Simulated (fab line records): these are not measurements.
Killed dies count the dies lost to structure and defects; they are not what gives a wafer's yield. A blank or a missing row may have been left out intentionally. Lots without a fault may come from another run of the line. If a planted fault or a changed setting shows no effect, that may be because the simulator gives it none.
fab line records | flow sky130 | part 2 of 2: steps 27 to 36 of 36
[record] lots = 5 | wafers = 15 | last_day = 49
route steps=708 shown LI_CONTACT@375 LOCAL_INTERCONNECT@387 CONTACT@406
lots untouched by any fault: they come from a run of this same line in which no faults occurred
start_h: the number of hours between the record's first day and the start of the first shown wafer of the lot | wait_h: hours elapsed since this lot's preceding step | " as in the row above | L1.1+2: a row that stands for several wafers | - no value, or no start was given | * or withheld: withheld | < > ~ a bound
route shown NAME@n: names a module that has steps shown in the file, with the first one's number in the route | usual: the fault-free wafers' mean and standard deviation | same: alike in all rows | chamber/n: place in a boat | sites: the reading at each site | _std_site: how widely they spread, as a standard deviation | _edge_site: outer sites' mean less inner sites' | radius_mm: for every site, how far away it sits from the centre of the wafer | mask NAME#n: copy n | behind: the tool/chamber that last shaped the wafer | hold: why the lot went on hold/how many hours it stayed there/how the hold came to an end | device: whichever transistor did not switch (one of n, p or np) | end of line: tests run on the same wafers once the route is complete | a step without rows: its recipe alone | killed: count of dies lost to structure and defects at first sort (not the wafer's yield) | map: dies across one wafer; x = killed, . = not, _ = none there
set.NAME: the run value of the setting; set.NAME@STEP: its run value at that earlier step | model.NAME: the simulator's own value behind a step, which no gauge read
certain route steps with their lots: each step a table, each wafer a row
services: when a tool's chamber went out of use (start_h, in hours from the record's first day, below 0 if earlier), for how many hours, and the reason
[[steps]]
[step SKY_LOCAL_INTERCONNECT_METAL_ETCH_14]
[recipe] target_depth_nm = 110 | stop_on = PSG | chemistry = Cl2/BCl3 | target = TiN | resist_sidewall_deg = 88 | pressure_mtorr = 10 | icp_w = 900 | bias_w = 48.5 | Cl2_flow_sccm = 60 | bcl3_flow_sccm = 30 | time_s = 31.4
[usual] drypump_motor_current_A = 5.72/0.26 | he_backside_leak_sccm = 3.4/0.36 | oes_product_au = 0.940/0.0081 | throttle_valve_pct = 21.900/0.011
lot.wafer | tool         | chamber | start_h | wait_h | drypump_motor_current_A | he_backside_leak_sccm | oes_product_au | rf_hours_counter_h | throttle_valve_pct
L076.1    | rie_metal-01 | 0       | 721.89  | 0.0    | 5.89                    | 3.3                   | 0.933          | 13                 | 21.893
L076.2    | "            | 1       | "       | "      | 5.40                    | 3.3                   | 0.933          | 14                 | 21.913
L076.3    | "            | 1       | "       | "      | 5.42                    | 3.3                   | 0.934          | -                  | 21.906
L079.2    | rie_metal-03 | 1       | 750.57  | 0.0    | 5.75                    | 3.3                   | 0.941          | 13                 | 21.901
L079.5    | "            | 1       | "       | "      | 5.73                    | 3.4                   | 0.952          | -                  | 21.889
L079.6    | "            | 0       | "       | "      | 5.36                    | 3.4                   | 0.938          | -                  | 21.915
L087.2    | rie_metal-01 | 1       | 816.96  | 0.1    | 5.41                    | 3.0                   | 0.940          | -                  | 21.901
L087.3    | "            | 1       | "       | "      | 5.44                    | 3.4                   | 0.935          | -                  | 21.898
L087.6    | "            | 1       | "       | "      | 5.40                    | 3.4                   | 0.938          | -                  | 21.919
L091.2    | rie_metal-02 | 1       | 841.27  | 0.0    | 6.00                    | 3.5                   | 0.933          | 9                  | 21.908
L091.5    | "            | 1       | "       | "      | 6.00                    | 3.7                   | 0.937          | -                  | 21.904
L091.6    | "            | 0       | "       | "      | 5.63                    | 3.3                   | 0.933          | -                  | 21.902
L092.3    | rie_metal-03 | 0       | 853.19  | 0.0    | 5.36                    | 3.3                   | 0.948          | -                  | 21.901
L092.4    | "            | 1       | "       | "      | 5.76                    | 3.3                   | 0.948          | -                  | 21.909
L092.5    | "            | 1       | "       | "      | 5.76                    | 3.3                   | 0.943          | -                  | 21.897
[step SKY_LOCAL_INTERCONNECT_STRIP_15]
[recipe] chemistry = O2/N2 | power_w = 1400 | pressure_mtorr = 1500 | platen_temp_c = withheld | o2_flow_sccm = 3000 | n2_flow_sccm = 300 | overash_fraction = 0.5
[usual] drypump_motor_current_A = 5.71/0.3 | n2_flow_sccm = 300.1/0.85 | oes_product_au = 0.426/0.0049 | strip_time_to_endpoint_s = 4.718/0.022
lot.wafer | tool            | chamber | start_h | wait_h | drypump_motor_current_A | n2_flow_sccm | oes_product_au | rf_hours_counter_h | strip_time_to_endpoint_s
L076.1    | plasma_asher-01 | 1       | 721.94  | 0.0    | 5.79                    | 300.0        | 0.424          | 60                 | 4.718
L076.2    | "               | 0       | "       | "      | 5.88                    | 300.0        | 0.433          | 60                 | 4.685
L076.3    | "               | 1       | "       | "      | 5.83                    | 298.9        | 0.428          | -                  | 4.694
L079.2    | plasma_asher-04 | 1       | 750.63  | 0.0    | 5.01                    | 299.8        | 0.429          | 34                 | 4.738
L079.5    | "               | 0       | "       | "      | 5.74                    | 299.5        | 0.429          | -                  | 4.752
L079.6    | "               | 1       | "       | "      | 5.05                    | 300.3        | 0.428          | -                  | 4.748
L087.2    | plasma_asher-01 | 1       | 817.04  | 0.1    | 5.79                    | 301.3        | 0.428          | 70                 | 4.707
L087.3    | "               | 0       | "       | "      | 5.86                    | 300.8        | 0.418          | -                  | 4.680
L087.6    | "               | 0       | "       | "      | 5.87                    | 300.7        | 0.430          | -                  | 4.679
L091.2    | plasma_asher-01 | 1       | 841.32  | 0.0    | 5.81                    | 300.8        | 0.423          | 72                 | 4.731
L091.5    | "               | 1       | "       | "      | 5.81                    | 299.5        | 0.431          | -                  | 4.734
L091.6    | "               | 0       | "       | "      | 5.86                    | 300.4        | 0.433          | -                  | 4.696
L092.3    | plasma_asher-02 | 0       | 853.26  | 0.1    | 6.02                    | 300.6        | 0.422          | -                  | 4.706
L092.4    | "               | 1       | "       | "      | 5.70                    | 301.8        | 0.433          | -                  | 4.718
L092.5    | "               | 0       | "       | "      | 6.04                    | 300.0        | 0.420          | -                  | 4.743
[step SKY_LOCAL_INTERCONNECT_STRIP_16]
[recipe] chemistry = post_etch_residue_remover | time_s = 1200 | temp_c = 72.5
lot.wafer  | tool         | chamber | start_h | wait_h
L076.1+2+3 | wet_bench-02 | 3       | 722.04  | 0.1
L079.2+5+6 | wet_bench-01 | 1       | 750.73  | 0.1
L087.2+3+6 | wet_bench-01 | 2       | 817.14  | 0.1
L091.2+5+6 | wet_bench-04 | 1       | 841.42  | 0.1
L092.3+4+5 | wet_bench-04 | 1       | 853.33  | 0.0
[step SKY_LOCAL_INTERCONNECT_CLEAN_17]
[recipe] chemistry = IPA | time_s = 180 | temp_c = 25
lot.wafer  | tool         | chamber | start_h | wait_h
L076.1+2+3 | wet_bench-02 | 1       | 722.38  | 0.0
L079.2+5+6 | wet_bench-02 | 3       | 751.07  | 0.0
L087.2+3+6 | wet_bench-02 | 3       | 817.51  | 0.0
L091.2+5+6 | wet_bench-02 | 1       | 841.79  | 0.0
L092.3+4+5 | wet_bench-02 | 3       | 853.81  | 0.0
[step SKY_LOCAL_INTERCONNECT_CLEAN_18]
[recipe] chemistry = O3/DIW | dry = n2_spin
lot.wafer  | tool         | chamber | start_h | wait_h
L076.1+2+3 | wet_bench-04 | 0       | 722.44  | 0.0
L079.2+5+6 | wet_bench-01 | 2       | 751.13  | 0.0
L087.2+3+6 | wet_bench-01 | 1       | 817.58  | 0.0
L091.2+5+6 | wet_bench-01 | 1       | 841.85  | 0.0
L092.3+4+5 | wet_bench-04 | 3       | 853.87  | 0.0
[step SKY_CONTACT_CVD_00]
[recipe] material = Si3N4 | target_thk_nm = 75 | temp_c = 400 | time_s = withheld | rf_w = 450
[usual] heater_power_w = 725/85
lot.wafer | tool     | chamber | start_h | wait_h | heater_power_w
L076.1    | pecvd-03 | 2       | 722.53  | 0.0    | 739
L076.2    | "        | 0       | "       | "      | 836
L076.3    | "        | 1       | "       | "      | 811
L079.2    | pecvd-02 | 1       | 751.22  | 0.0    | 774
L079.5    | "        | 0       | "       | "      | 596
L079.6    | "        | 1       | "       | "      | 778
L087.2    | pecvd-04 | 1       | 817.68  | 0.0    | 568
L087.3    | "        | 2       | "       | "      | 815
L087.6    | "        | 0       | "       | "      | 675
L091.2    | pecvd-04 | 2       | 841.94  | 0.0    | 758
L091.5    | "        | 2       | "       | "      | 775
L091.6    | "        | 0       | "       | "      | 590
L092.3    | pecvd-03 | 2       | 853.99  | 0.0    | 759
L092.4    | "        | 2       | "       | "      | 763
L092.5    | "        | 1       | "       | "      | 826
[step SKY_CONTACT_THK_MEAS_01]
[recipe] reads = Si3N4_of_CONTACT_CVD_00
[usual] CONTACT_CVD_00_THK = 74.9/1.1
lot.wafer | tool          | chamber | start_h | wait_h | CONTACT_CVD_00_THK[nm]
L076.1    | film_metro-02 | -       | 722.57  | -      | 73.3
L076.2    | "             | -       | "       | "      | 73.7
L076.3    | "             | -       | "       | "      | 73.8
L079.2    | film_metro-02 | -       | 751.27  | -      | 75.6
L079.5    | "             | -       | "       | "      | 77.0
L079.6    | "             | -       | "       | "      | 76.8
L087.2    | film_metro-02 | -       | 817.72  | -      | 74.7
L087.3    | "             | -       | "       | "      | 74.0
L087.6    | "             | -       | "       | "      | 75.8
L091.2    | film_metro-03 | -       | 842.00  | -      | 73.8
L091.5    | "             | -       | "       | "      | 74.7
L091.6    | "             | -       | "       | "      | 75.7
L092.3    | film_metro-03 | -       | 854.04  | -      | 75.0
L092.4    | "             | -       | "       | "      | 76.9
L092.5    | "             | -       | "       | "      | 75.5
[step SKY_CONTACT_HDPCVD_02]
[recipe] material = SiO2 | target_thk_nm = 565 | sigma_open_frac = 0.3 | time_s = 94.2 | temp_c = 600 | sih4_flow_sccm = 60 | pressure_mtorr = 6
[usual] pressure_mtorr = 5.999/0.012
lot.wafer | tool      | chamber | start_h | wait_h | pressure_mtorr
L076.1    | hdpcvd-02 | 2       | 722.63  | 0.1    | 5.992
L076.2    | "         | 1       | "       | "      | 6.016
L076.3    | "         | 0       | "       | "      | 6.013
L079.2    | hdpcvd-01 | 0       | 751.32  | 0.0    | 5.976
L079.5    | "         | 2       | "       | "      | 5.989
L079.6    | "         | 0       | "       | "      | 5.989
L087.2    | hdpcvd-02 | 0       | 817.77  | 0.0    | 5.988
L087.3    | "         | 2       | "       | "      | 6.015
L087.6    | "         | 0       | "       | "      | 6.003
L091.2    | hdpcvd-02 | 0       | 842.05  | 0.0    | 5.993
L091.5    | "         | 2       | "       | "      | 6.005
L091.6    | "         | 1       | "       | "      | 5.985
L092.3    | hdpcvd-01 | 0       | 854.08  | 0.0    | 5.996
L092.4    | "         | 0       | "       | "      | 5.991
L092.5    | "         | 2       | "       | "      | 5.992
[step SKY_CONTACT_THK_MEAS_03]
[recipe] reads = SiO2_of_CONTACT_HDPCVD_02
[usual] CONTACT_HDPCVD_THK = 563/7
lot.wafer | tool          | chamber | start_h | wait_h | CONTACT_HDPCVD_THK[nm]
L076.1    | film_metro-03 | -       | 722.70  | 0.0    | 568
L076.2    | "             | -       | "       | "      | 566
L076.3    | "             | -       | "       | "      | 573
L079.2    | film_metro-02 | -       | 751.43  | 0.1    | 552
L079.5    | "             | -       | "       | "      | 568
L079.6    | "             | -       | "       | "      | 557
L087.2    | film_metro-03 | -       | 817.85  | 0.0    | 557
L087.3    | "             | -       | "       | "      | 560
L087.6    | "             | -       | "       | "      | 560
L091.2    | film_metro-03 | -       | 842.13  | 0.0    | 558
L091.5    | "             | -       | "       | "      | 561
L091.6    | "             | -       | "       | "      | 567
L092.3    | film_metro-02 | -       | 854.17  | 0.1    | 550
L092.4    | "             | -       | "       | "      | 549
L092.5    | "             | -       | "       | "      | 562
[step SKY_CONTACT_CMP_04]
[recipe] material = SiO2 | down_force_psi = 4 | platen_rpm = 60 | pad_velocity_m_s = 0.94248
[usual] motor_current_A = 11.9/1.6 | time_to_endpoint_s = 81/5.3
lot.wafer | tool   | chamber | start_h | wait_h | motor_current_A | time_to_endpoint_s
L076.2    | cmp-01 | 0       | 723.34  | 0.6    | 11.3            | 85
L076.1    | "      | 1       | "       | "      | 12.4            | 85
L076.3    | "      | 3       | "       | "      | 12.2            | 90
L079.2    | cmp-02 | 1       | 751.63  | 0.2    | 12.4            | 82
L079.6    | "      | 2       | "       | "      | 14.1            | 78
L079.5    | "      | 3       | "       | "      | 9.4             | 79
L087.2    | cmp-01 | 3       | 817.90  | 0.0    | 12.3            | 76
L087.3    | "      | 1       | "       | "      | 11.7            | 74
L087.6    | "      | 3       | "       | "      | 11.9            | 75
L091.2    | cmp-02 | 3       | 842.28  | 0.1    | 9.8             | 82
L091.5    | "      | 1       | "       | "      | 12.6            | 91
L091.6    | "      | 2       | "       | "      | 13.4            | 86
L092.3    | cmp-01 | 1       | 854.26  | 0.1    | 12.5            | 75
L092.4    | "      | 3       | "       | "      | 12.5            | 77
L092.5    | "      | 0       | "       | "      | 11.8            | 81
[[services]]
tool           | chamber | start_h | hours | kind
krf_scanner-02 | -       | 670.06  | 1.3   | pm
rie_diel-03    | 0       | 679.88  | 3.5   | repair
cvd_w-01       | 1       | 680.64  | 3.5   | repair
pvd_sputter-04 | -       | 703.71  | 3.2   | repair
rie_diel-03    | -       | 716.70  | 0.5   | repair
krf_scanner-02 | -       | 720.36  | 1.0   | pm
rie_metal-03   | -       | 729.62  | 0.4   | repair
rie_diel-04    | 3       | 735.03  | 1.8   | repair
krf_scanner-02 | -       | 748.80  | 0.8   | pm
krf_scanner-02 | -       | 754.67  | 0.8   | pm
rie_diel-03    | 1       | 758.62  | 6.2   | repair
rie_diel-03    | 2       | 759.77  | 9.1   | repair
pvd_sputter-04 | -       | 765.80  | 1.1   | repair
cmp-01         | -       | 771.66  | 3.2   | pm
cvd_w-01       | 0       | 777.86  | 6.8   | repair
rie_metal-01   | -       | 784.03  | 1.4   | pm
rie_diel-03    | -       | 785.62  | 1.9   | repair
krf_scanner-02 | -       | 798.97  | 0.9   | repair
pvd_sputter-04 | -       | 809.29  | 0.8   | repair
cmp-01         | -       | 832.16  | 0.3   | repair
cvd_w-01       | -       | 836.11  | 0.7   | repair
pvd_sputter-02 | -       | 836.53  | 0.7   | repair
krf_scanner-02 | -       | 845.96  | 1.3   | pm
cmp-01         | -       | 847.93  | 1.6   | repair
